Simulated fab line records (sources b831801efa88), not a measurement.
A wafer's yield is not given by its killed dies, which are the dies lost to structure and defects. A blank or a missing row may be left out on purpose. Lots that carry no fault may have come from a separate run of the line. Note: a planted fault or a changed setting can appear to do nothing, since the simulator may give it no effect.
Struck lot and sound lot, side by side ; flow sky130 ; 14 steps out of a route of 708
Sound: wafers L106.4, L106.5, L106.6. The struck wafers were L113.1, L113.2, L113.4. Last of all comes the cause.
For every step that has rows: the tool of each side, followed by ch and its chambers, followed by its first start. Under that, the readings that differ: sound wafers ; struck wafers ; difference of the means ; sigmas: that difference in standard deviations of wafers without a fault.
alike: readings with means less than 2 such deviations apart, plus words and numbers identical on both sides. not compared: withheld readings, readings lacking a value on some wafer, bounds such as >300 that could conceal the same value, and numbers that have no deviation in the record and whose values overlap.
A row with sigmas, a row that says differs or no value, or rows on one side alone: a step with any of these is where the two part. Non-overlapping numbers with no deviation appear without sigmas and do not part them. A reading that every wafer of one side lacks parts them only if that side has two wafers or more.

first, 3 steps without rows for these wafers: SKY_PASSIVATION_EXPOSE_08 (exposes mask NSM, target cd 3000 nm); SKY_PASSIVATION_PEB_09; SKY_PASSIVATION_DEVELOP_10 (develop time 60 s).
SKY_PASSIVATION_ETCH_11: etches the open film in CF4/O2, stops on AlCu, target depth 725 nm, time 161.1 s.
  sound on rieDiel-01 ch 0,3, day 45 19:03; struck on rieDiel-02 ch 0,3, day 47 08:10
  alike: O2_flow_sccm, biasW, cf4FlowSccm, drypumpMotorCurrentA, oesProductAu, throttleValvePct
  not compared: rfHoursCounterH
SKY_PASSIVATION_STRIP_12: strips in O2/N2.
  sound on plasmaAsher-02 ch 0,1, day 45 19:11; struck on plasmaAsher-02 ch 0,1, day 47 08:17
  alike: drypumpMotorCurrentA, oesProductAu, stripTimeToEndpointS
  not compared: rfHoursCounterH
then, 7 steps without rows for these wafers: SKY_PAD_OPEN_DEHYDRATE_00 (time 60 s); SKY_PAD_OPEN_HMDS_01 (prime time 60 s); SKY_PAD_OPEN_COAT_02 (resist thk 3000 nm); SKY_PAD_OPEN_SOFTBAKE_03; SKY_PAD_OPEN_EXPOSE_04 (exposes mask PDM, target cd 60000 nm); SKY_PAD_OPEN_PEB_05; SKY_PAD_OPEN_DEVELOP_06 (develop time 60 s).
SKY_PAD_OPEN_ETCH_07: etches the open film in CF4/O2, stops on AlCu, target depth 725 nm, time 161.1 s.
  sound on rieDiel-02 ch 0,1,3, day 46 15:49; struck on rieDiel-02 ch 0,2,3, day 48 03:51
  no value came back on the struck wafers for any of 6 readings (O2_flow_sccm (sccm), biasW (W) and others); on the sound wafers O2_flow_sccm (sccm) reads 10.02 9.99 9.96
  not compared: rfHoursCounterH
SKY_PAD_OPEN_STRIP_08: strips in O2/N2.
  sound on plasmaAsher-01 ch 0,1, day 46 15:53; struck on plasmaAsher-01 ch 0,1, day 48 03:58
  alike: drypumpMotorCurrentA, oesProductAu, stripTimeToEndpointS
  not compared: rfHoursCounterH

== WHERE THEY PART ==
Only at SKY_PAD_OPEN_ETCH_07, as far as this record shows. Later steps at which nothing parts them and some readings are alike: SKY_PAD_OPEN_STRIP_08.

WHY: what the simulator had put in
Entire step skipped (rieDiel-02, SKY_PAD_OPEN_ETCH_07), from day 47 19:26 onward. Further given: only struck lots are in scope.
